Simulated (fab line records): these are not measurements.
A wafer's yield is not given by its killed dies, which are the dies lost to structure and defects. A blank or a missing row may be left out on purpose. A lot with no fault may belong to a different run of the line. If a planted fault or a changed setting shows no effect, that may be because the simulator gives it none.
The same fault as seen by 2 desks -- flow sky130 -- each desk has only its own numbers; what lay behind them comes last
Where a reading is given only as a bound, like >300, the bound stands for it, and a mean or a difference that rests on one is marked > or <: the true number lies beyond.

== DESK OF THE TOOL OWNER: pvd_sputter-04 ==
The tool's own readings at SKY_METAL2_SPUTTER_02 (material AlCu, target thk 250 nm, time 13.3 s): means of the sampled wafers that have a number, for each lot that ran on this tool. Marked OUT: a lot whose mean sits more than 4 standard deviations from the usual mean, which makes it out of limits; the brackets give that distance.
Columns: A = cathode_dc_power_W at SKY_METAL2_SPUTTER_02, usual 10600 W; B = chamber_pressure_pa at SKY_METAL2_SPUTTER_02, usual 0.4000 Pa; C = throttle_valve_pct at SKY_METAL2_SPUTTER_02, usual 29.7 %
lot,first seen here,A,B,C
L515,day 37 20:44,10600,0.3996,30.5
L517,day 39 05:25,10599,0.4002,29.1
L522,day 39 12:28,10599,0.4002,29.4
L523,day 39 21:36,10599,0.4010,30.7
Result from this desk: across the 4 lots, nothing is out of limits.

== AT THE METROLOGY DESK ==
What the gauges read for every lot (on any tool): the sampled wafers with a number, averaged. Marked OUT: a lot whose mean sits more than 4 standard deviations from the usual mean, which makes it out of limits; the brackets give that distance.
Columns: A = VIA1_BOW at SKY_VIA1_BOW_MEAS_03, usual 80 um; B = VIA1_W_RS at SKY_VIA1_RS_MEAS_22, usual 0.427 ohm/sq; C = METAL2_ALCU_RS at SKY_METAL2_RS_MEAS_05, usual 0.1267 ohm/sq; D = METAL2_ALCU_THK at SKY_METAL2_THK_MEAS_06, usual 254 nm
lot,first seen here,A,B,C,D
L503,day 33 04:02,79,0.424,0.1271,252
L505,day 33 08:55,76,0.423,0.1280,254
L509,day 34 16:10,89,0.431,8.6374 (+99 or more) OUT,<1 (<-84) OUT
L510,day 35 02:29,76,0.432,8.5836 (+99 or more) OUT,<0 (<-85) OUT
L515,day 36 17:20,80,0.438,0.1283,250
L516,day 38 01:32,78,0.424,0.1246,259
L517,day 38 02:46,81,0.426,0.1267,254
L520,day 38 04:26,89,0.428,0.1263,254
L521,day 38 06:37,79,0.426,0.1265,253
L522,day 38 10:13,79,0.428,0.1271,253
L523,day 38 19:40,82,0.427,0.1286,250
Finding of this desk: L509, L510 out of limits, first seen on L509 at day 35 19:44 (METAL2_ALCU_RS at SKY_METAL2_RS_MEAS_05). In limits: L503, L505, L515, L516, L517, L520, L521, L522, L523.

== PUT TOGETHER ==
At day 35 19:44 the metrology desk could have sounded an alarm, on L509, L510.
Nothing out of limits was seen by the tool owner's desk.
The tool owner's desk has no number on record for L509, L510.
SKY_METAL2_SPUTTER_02 was run on pvd_sputter-04 by each of the lots named.

== WHAT THE SIMULATOR HAD PUT IN ==
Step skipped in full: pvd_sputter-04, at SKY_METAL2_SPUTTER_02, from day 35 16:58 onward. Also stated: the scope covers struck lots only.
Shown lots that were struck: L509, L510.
Hours from the fault's start to each desk's first reading out of limits: the metrology desk, 3.
